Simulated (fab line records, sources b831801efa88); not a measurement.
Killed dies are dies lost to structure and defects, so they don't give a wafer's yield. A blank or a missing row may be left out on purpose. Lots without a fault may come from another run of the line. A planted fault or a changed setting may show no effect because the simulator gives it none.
One fault seen from 2 desks | flow sky130 | each desk has only its own numbers; what lay behind them comes last

THE TOOL OWNER'S DESK: implanter-02
The tool's own readings at SKY_LDD_LDN_IMPLANT_11: means of the sampled wafers that have a number, for each lot that ran on this tool. A lot is out of limits, marked OUT, if its mean lies more than 4 standard deviations from the usual mean; the brackets give that distance.
Columns: A = faraday_current_uA at SKY_LDD_LDN_IMPLANT_11, usual 70.4
lot  | first seen here | A
L834 | day 25 11:52    | 69.7
L839 | day 26 23:05    | 70.4
L842 | day 28 02:35    | 71.7
This desk's finding: nothing out of limits on any of the 3 lots.

THE METROLOGY DESK
What the gauges read, lot by lot, whatever tool the lot ran on: means of the sampled wafers that have a number. A lot is out of limits, marked OUT, if its mean lies more than 4 standard deviations from the usual mean; the brackets give that distance. Of its 8 readings 7 are shown: those that lie furthest out on some lot.
Columns: A = LDD_HVP_TW at SKY_LDD_HVP_TW_MEAS_10, usual 456; B = LDD_LDN_OVL at SKY_LDD_LDN_OVL_MEAS_07, usual -0.1 nm; C = LDD_LDN_TW at SKY_LDD_LDN_TW_MEAS_13, usual 1477; D = SPACER_CVD_00_THK at SKY_SPACER_THK_MEAS_01, usual 43.2 nm; E = cd_nm at SKY_POLY_CUT_CD_MEAS_08, usual 269.8 nm; F = cd_nm at SKY_SD_P_CD_MEAS_07, usual 380.4 nm; G = SD_P_OVL at SKY_SD_P_OVL_MEAS_08, usual -1.4 nm
lot  | first seen here | A   | B    | C    | D    | E     | F     | G
L828 | day 21 16:09    | 455 | -0.2 | 1476 | 42.9 | 269.8 | 382.8 | -0.5
L834 | day 24 05:32    | 461 | -1.0 | 1456 | 42.8 | 268.6 | 379.4 | -0.2
L839 | day 25 17:20    | 454 | 1.5  | 1476 | 43.7 | 268.4 | 378.4 | -1.5
L842 | day 26 21:29    | 452 | 2.0  | 1460 | 43.2 | 271.3 | 382.6 | -1.2
L850 | day 29 22:53    | 449 | 1.7  | 1475 | 43.3 | 268.6 | 380.0 | -2.0
L851 | day 30 07:47    | 453 | -0.2 | 1469 | 43.0 | 269.5 | 380.3 | 0.2
This desk's finding: nothing out of limits on any of the 6 lots.

PUT TOGETHER
The tool owner's desk saw nothing out of limits.
The metrology desk saw nothing out of limits.

WHAT THE SIMULATOR HAD PUT IN
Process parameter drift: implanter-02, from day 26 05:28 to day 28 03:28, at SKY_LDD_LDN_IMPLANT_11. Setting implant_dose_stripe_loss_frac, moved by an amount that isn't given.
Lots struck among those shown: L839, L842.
